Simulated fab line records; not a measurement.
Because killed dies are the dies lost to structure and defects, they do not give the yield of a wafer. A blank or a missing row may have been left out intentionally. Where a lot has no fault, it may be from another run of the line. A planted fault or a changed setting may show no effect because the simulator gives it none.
Struck lot and sound lot, side by side    flow gf180mcu    14 steps out of a route of 602
Sound: the wafers L839.2, L839.3, L839.4. Wafers struck: L852.1, L852.2, L852.3. The cause is named last.
Per side, at each step with rows, come the tool, then ch with its chambers, and then its first start. Under that, the readings that differ: sound wafers    struck wafers    difference of the means    sigmas: that difference in standard deviations of wafers without a fault.
alike: a reading whose means differ by less than 2 such deviations, as well as words and numbers matching on both sides. not compared: withheld readings; readings where some wafer has no value; bounds like >300 that might hide an equal value; numbers whose values overlap and for which the record gives no deviation.
Wherever a step has rows on one side only, a row that says differs or no value, or a row with sigmas, the two part there. Non-overlapping numbers with no deviation appear without sigmas and do not part them. A reading missing from all wafers of one side parts the sides only when that side holds two or more wafers.

first, 1 step without rows for these wafers: GF_V4_ETCH_17 (etches SiO2 in C4F8/O2/Ar, stops on TiN, target depth 630 nm).
GF_V4_STRIP_18: strips in O2/N2.
  sound on plasmaAsher-04 ch 0,1, day 26 02:07; struck on plasmaAsher-02 ch 0,1, day 29 16:37
  alike: drypumpMotorCurrentA, heaterPowerW, o2FlowSccm, oesProductAu
  not compared: rfHoursCounterH
then, 2 steps without rows for these wafers: GF_V4_STRIP_19 (strips in post etch residue remover, time 1200 s); GF_V4_CLEAN_20 (cleans in DIW).
GF_V4_SPUTTER_21: material Ti, target thk 15 nm, time 80.02 s.
  sound on pvdSputter-02, day 26 02:40; struck on pvdSputter-02, day 29 17:09
  alike: throttleValvePct
GF_V4_SPUTTER_22: material TiN, target thk 10 nm, time 40 s.
  sound on pvdSputter-02, day 26 02:43; struck on pvdSputter-02, day 29 17:13
  alike: throttleValvePct
GF_V4_CVD_23: deposits W, target thk 350 nm, time 104.9 s.
  sound on cvdW-01 ch 0,1, day 26 02:46; struck on cvdW-01 ch 0,1, day 29 17:15
  alike: heaterPowerW
  not compared: sinceWetCleanH
GF_V4_RS_MEAS_24: the measuring method here is four-point-probe.
  sound on filmMetro-02, day 26 02:53; struck on filmMetro-01, day 29 17:22
  alike: V4_W_RS
GF_V4_THK_MEAS_25: measures by xrf.
  sound on filmMetro-02, day 26 03:00; struck on filmMetro-01, day 29 17:29
  alike: V4_W_THK
then, 3 steps without rows for these wafers: GF_V4_CMP_26 (polishes, stops on SiO2, t overpolish 15 s, target thk 0 nm); GF_MIM_SPUTTER_00 (material Ti, target thk 37.5 nm, time 150 s); GF_MIM_SPUTTER_01 (material TiN, target thk 30 nm, time 25 s).
GF_MIM_SPUTTER_02: material AlCu, target thk 450 nm, time 23.9 s.
  sound on pvdSputter-02, day 26 03:29; struck on pvdSputter-01, day 29 18:00
reading                                  sound              struck             difference  sigmas
model.AlCu_of_MIM_SPUTTER_02.thkNm (nm)  457.5 446.4 448.3  640.9 636.5 630.4  +185.2      
  alike: throttleValvePct
GF_MIM_SPUTTER_03: material Ti, target thk 10 nm, time 6.7 s.
  sound on pvdSputter-02, day 26 03:31; struck on pvdSputter-01, day 29 18:02
  alike: throttleValvePct

== WHERE THEY PART ==
Nowhere in this record.

WHY: the cause the simulator had injected
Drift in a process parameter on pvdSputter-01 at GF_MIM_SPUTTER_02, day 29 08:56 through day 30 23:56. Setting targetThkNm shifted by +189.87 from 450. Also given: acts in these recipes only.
